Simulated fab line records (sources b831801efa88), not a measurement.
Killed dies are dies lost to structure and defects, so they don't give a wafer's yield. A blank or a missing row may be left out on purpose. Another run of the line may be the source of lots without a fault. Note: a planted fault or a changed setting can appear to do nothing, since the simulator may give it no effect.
What tool caused it?    flow sky130    15 lots, 45 wafers sampled, at 3 steps of a route of 708

## WHAT THE GAUGES READ, wafer by wafer
The record holds no reading of a measuring or inspecting step that can be judged against a usual standard deviation.

## TOOL THAT RAN EACH LOT (tool first, then ch and the chambers of the sampled wafers, then the start)
lot   SKY_VIA2_ETCH_14                    SKY_VIA2_ETCH_15                    SKY_VIA2_STRIP_16
L538  rie-diel-01 ch 0,1,3, day 36 00:24  rie-diel-01 ch 0,1,3, day 36 00:27  plasma-asher-01 ch 0,1, day 36 00:31
L540  rie-diel-01 ch 0,1,2, day 36 14:54  rie-diel-01 ch 0,1,2, day 36 14:57  plasma-asher-01 ch 1, day 36 15:01
L541  rie-diel-01 ch 0,2, day 37 04:25    rie-diel-01 ch 0,2, day 37 04:28    plasma-asher-02 ch 0,1, day 37 04:31
L542  rie-diel-01 ch 0,1,2, day 37 10:42  rie-diel-01 ch 0,1,2, day 37 10:44  plasma-asher-01 ch 0,1, day 37 10:48
L543  rie-diel-02 ch 0,1,3, day 37 17:22  rie-diel-02 ch 0,1,3, day 37 17:25  plasma-asher-02 ch 0,1, day 37 17:28
L550  rie-diel-02 ch 0,1,2, day 39 23:40  rie-diel-02 ch 0,1,2, day 39 23:43  plasma-asher-04 ch 0,1, day 39 23:46
L551  rie-diel-01 ch 2,3, day 40 19:04    rie-diel-01 ch 2,3, day 40 19:07    plasma-asher-02 ch 0,1, day 40 19:10
L553  rie-diel-01 ch 0,2,3, day 40 23:33  rie-diel-01 ch 0,2,3, day 40 23:35  plasma-asher-04 ch 0, day 40 23:39
L554  rie-diel-01 ch 0,2, day 41 01:36    rie-diel-01 ch 0,2, day 41 01:38    plasma-asher-02 ch 0,1, day 41 01:44
L555  rie-diel-01 ch 0,1,3, day 41 10:49  rie-diel-01 ch 0,1,3, day 41 10:52  plasma-asher-01 ch 0,1, day 41 10:58
L556  rie-diel-01 ch 0,2,3, day 42 00:04  rie-diel-01 ch 0,2,3, day 42 00:06  plasma-asher-04 ch 0,1, day 42 00:10
L557  rie-diel-01 ch 1,2,3, day 42 02:03  rie-diel-01 ch 1,2,3, day 42 02:05  plasma-asher-01 ch 0,1, day 42 02:09
L558  rie-diel-01 ch 0,2, day 42 08:55    rie-diel-01 ch 0,2, day 42 08:58    plasma-asher-02 ch 0,1, day 42 09:01
L559  rie-diel-01 ch 1,3, day 42 14:46    rie-diel-01 ch 1,3, day 42 14:49    plasma-asher-02 ch 0,1, day 42 14:52
L561  rie-diel-01 ch 0,1,2, day 43 03:36  rie-diel-01 ch 0,1,2, day 43 03:38  plasma-asher-01 ch 0,1, day 43 03:42
- SKY_VIA2_ETCH_14: etches BARC in N2/H2, stops on SiO2, time 45.9 s, target depth 60 nm.
- SKY_VIA2_ETCH_15: etches SiO2 in C4F8/O2/Ar, stops on TiN, target depth 546 nm, time 84 s.
- SKY_VIA2_STRIP_16: strips in O2/N2.

## AS READ BY THE TOOLS THEMSELVES (means over the sampled wafers that have a number; for cases with no such wafer, the mark the record gives instead)
SKY_VIA2_ETCH_14.
lot   tool         drypump-motor-current-A (A)  oes-product-au (a.u.)  throttle-valve-pct (%)
L538  rie-diel-01  6.4                          0.855                  13.232
L540  rie-diel-01  6.2                          0.807                  13.223
L541  rie-diel-01  6.1                          0.834                  13.219
L542  rie-diel-01  6.2                          0.808                  13.219
L543  rie-diel-02  5.7                          0.857                  13.228
L550  rie-diel-02  5.9                          0.857                  13.229
L551  rie-diel-01  6.5                          0.857                  13.223
L553  rie-diel-01  6.3                          0.854                  13.227
L554  rie-diel-01  6.2                          0.855                  13.219
L555  rie-diel-01  6.4                          0.853                  13.230
L556  rie-diel-01  6.3                          0.860                  13.227
L557  rie-diel-01  6.4                          0.856                  13.227
L558  rie-diel-01  6.1                          0.851                  13.229
L559  rie-diel-01  6.6                          0.852                  13.235
L561  rie-diel-01  6.2                          0.855                  13.229

SKY_VIA2_ETCH_15.
lot   tool         oes-product-au (a.u.)
L538  rie-diel-01  0.938
L540  rie-diel-01  0.696
L541  rie-diel-01  0.807
L542  rie-diel-01  0.711
L543  rie-diel-02  0.941
L550  rie-diel-02  0.936
L551  rie-diel-01  0.942
L553  rie-diel-01  0.938
L554  rie-diel-01  0.940
L555  rie-diel-01  0.937
L556  rie-diel-01  0.940
L557  rie-diel-01  0.942
L558  rie-diel-01  0.941
L559  rie-diel-01  0.941
L561  rie-diel-01  0.942

SKY_VIA2_STRIP_16.
lot   tool             drypump-motor-current-A (A)  oes-product-au (a.u.)  strip-time-to-endpoint-s (s)
L538  plasma-asher-01  6.1                          0.399                  4.029
L540  plasma-asher-01  4.9                          0.401                  4.136
L541  plasma-asher-02  6.0                          0.400                  4.045
L542  plasma-asher-01  6.1                          0.400                  4.110
L543  plasma-asher-02  6.0                          0.400                  4.040
L550  plasma-asher-04  5.4                          0.401                  4.037
L551  plasma-asher-02  6.0                          0.404                  4.038
L553  plasma-asher-04  5.3                          0.395                  4.033
L554  plasma-asher-02  6.1                          0.397                  4.025
L555  plasma-asher-01  5.5                          0.398                  4.026
L556  plasma-asher-04  5.4                          0.398                  4.065
L557  plasma-asher-01  5.5                          0.396                  4.042
L558  plasma-asher-02  6.0                          0.396                  4.047
L559  plasma-asher-02  6.0                          0.404                  4.033
L561  plasma-asher-01  6.0                          0.399                  4.028

## THE ANSWER, worked out from the rows above alone
Rule: the usual values come from the lots themselves. Put in order of their means at a reading, lots are off if they are a third of the lots or fewer, leave a main group of 4 or more, and stand apart from it by a gap of 3 or more times the standard deviation of the main group's means; of several such gaps the widest counts. If all means in a main group match to the digits the tables above print for the reading, that group is not used. A lot without any number at a reading at which 4 lots or more have one is off too. Where the step has rows for the other lots, those lots are counted as sound. First the gauges in route order, then the tools' own readings, where a lot's mean is used as printed above. The first step at which some lot is off is used, and at that step the reading that is off furthest; a lot without a number counts as furthest.
Off: L540, L541, L542, at SKY_VIA2_ETCH_14 (oes-product-au). Mean 0.855 a.u. and standard deviation 0.0024 in the main group.
If a tool, at that step or one of the process steps before it, ran each lot that is off and ran no sound lot following the first of them, it fits. Not one of the candidates tried fits.

## WHAT THE SIMULATOR PUT IN
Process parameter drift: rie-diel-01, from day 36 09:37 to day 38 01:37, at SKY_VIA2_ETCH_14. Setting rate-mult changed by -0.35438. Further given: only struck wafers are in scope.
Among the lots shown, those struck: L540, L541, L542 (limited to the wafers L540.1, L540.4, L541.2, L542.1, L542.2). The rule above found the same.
